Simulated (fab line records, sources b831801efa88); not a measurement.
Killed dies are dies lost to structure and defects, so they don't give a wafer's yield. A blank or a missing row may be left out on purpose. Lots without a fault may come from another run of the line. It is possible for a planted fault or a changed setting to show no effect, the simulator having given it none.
Struck lot and sound lot, side by side    flow sfq_line    14 out of 325 route steps
Sound: these wafers, L884.2, L884.4, L884.5. Struck: wafer L892.2 (L892.4, L892.5, from the same lot, were not struck and are left out); the cause is given at the end.
At each step with rows: each side's tool, then ch and its chambers, then its first start. Under that, the readings that differ: sound wafers    struck wafers    difference of the means    sigmas: that difference in standard deviations of wafers without a fault.
alike: same words and numbers on both sides, and readings whose means sit less than 2 such deviations apart. not compared: any withheld reading, any reading some wafer has no value for, any bound like >300 that may hide the same value, and any number with overlapping values for which the record gives no deviation.
A row with sigmas, a row that says differs or no value, or rows on one side alone: a step with any of these is where the two part. Non-overlapping numbers with no deviation appear without sigmas and do not part them. A reading missing from all wafers of one side parts the sides only when that side holds two or more wafers.

SFQ_INCOMING_BOW_MEAS_900:
  sound on film_metro-02 at day 1 15:01; struck on film_metro-01 at day 3 07:01
  alike: INCOMING_BOW
then, 1 step without rows for these wafers: SFQ_TRILAYER_INCOMING_OXIDATION_002 (target thk 500 nm, ox time 4939 s).
SFQ_TRILAYER_L0_DEP_SPUTTER_003: material MoNx KI, target thk 40 nm, time 100 s.
  sound on pvd_sputter-03 at day 1 17:29; struck on pvd_sputter-03 at day 3 09:29
  alike: base_pressure_pa, throttle_valve_pct
SFQ_L0_RS_MEAS_901: the measuring method here is four-point-probe.
  sound on film_metro-01 at day 1 17:35; struck on film_metro-02 at day 3 09:35
  alike: L0_MONX_KI_RS
SFQ_L0_THK_MEAS_902: measures by xrf.
  sound on film_metro-01 at day 1 17:41; struck on film_metro-02 at day 3 09:41
  alike: L0_MONX_KI_THK
then, 6 steps without rows for these wafers: SFQ_TRILAYER_L0_LITHO_COAT_010 (resist thk 62 nm); SFQ_TRILAYER_L0_LITHO_COAT_005 (resist thk 600 nm); SFQ_TRILAYER_L0_LITHO_SOFTBAKE_009; SFQ_TRILAYER_L0_LITHO_EXPOSE_006 (exposes mask L0, target cd 2000 nm); SFQ_TRILAYER_L0_LITHO_PEB_008 (peb time 60 s); SFQ_TRILAYER_L0_LITHO_DEVELOP_007 (time 60 s).
SFQ_TRILAYER_L0_BARC_OPEN_METAL_ETCH_010: etches BARC in O2, target depth 125 nm, time 41.7 s.
  sound on rie_metal-02 ch 0, day 2 15:02; struck on rie_metal-04 ch 0, day 4 14:49
reading                                              sound              struck  difference  sigmas
drypump_motor_current_A (A)                          5.47 5.49 5.48     4.88    -0.60       -2
oes_product_au (a.u.)                                0.689 0.679 0.685  1.006   +0.322      +68
run_length_s (s)                                     69.1 69.4 69.3     51.1    -18.2       -41
model.KrF_of_TRILAYER_L0_LITHO_COAT_005.thk_nm (nm)  523.9 523 523.7    544.9   +21.4       
  not compared: rf_hours_counter_h
SFQ_TRILAYER_L0_ETCH_METAL_ETCH_008: etches MoNx KI in SF6/O2, stops on SiO2, target depth 50 nm, time 25 s.
  sound on rie_metal-02 ch 0, day 2 15:06; struck on rie_metal-04 ch 0, day 4 14:52
reading                                              sound              struck  difference  sigmas
drypump_motor_current_A (A)                          5.50 5.49 5.50     4.88    -0.62       -2
run_length_s (s)                                     52.7 52.6 52.5     53.9    +1.3        +3
model.KrF_of_TRILAYER_L0_LITHO_COAT_005.thk_nm (nm)  482.9 482.2 482.5  503.2   +20.7       
  alike: oes_product_au
  not compared: rf_hours_counter_h
SFQ_TRILAYER_L0_STRIP_STRIP_009: strips in O2.
  sound on rie_metal-02 ch 0, day 2 15:09; struck on rie_metal-04 ch 0, day 4 14:55
reading                      sound           struck  difference  sigmas
drypump_motor_current_A (A)  5.51 5.46 5.48  4.88    -0.60       -2
  alike: oes_product_au
  not compared: rf_hours_counter_h

== WHERE THEY PART ==
At SFQ_TRILAYER_L0_BARC_OPEN_METAL_ETCH_010 first; at SFQ_TRILAYER_L0_STRIP_STRIP_009 last (within this record only).

WHY: what had been put in by the simulator
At SFQ_TRILAYER_L0_BARC_OPEN_METAL_ETCH_010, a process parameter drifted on rie_metal-04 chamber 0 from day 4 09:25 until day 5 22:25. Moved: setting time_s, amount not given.
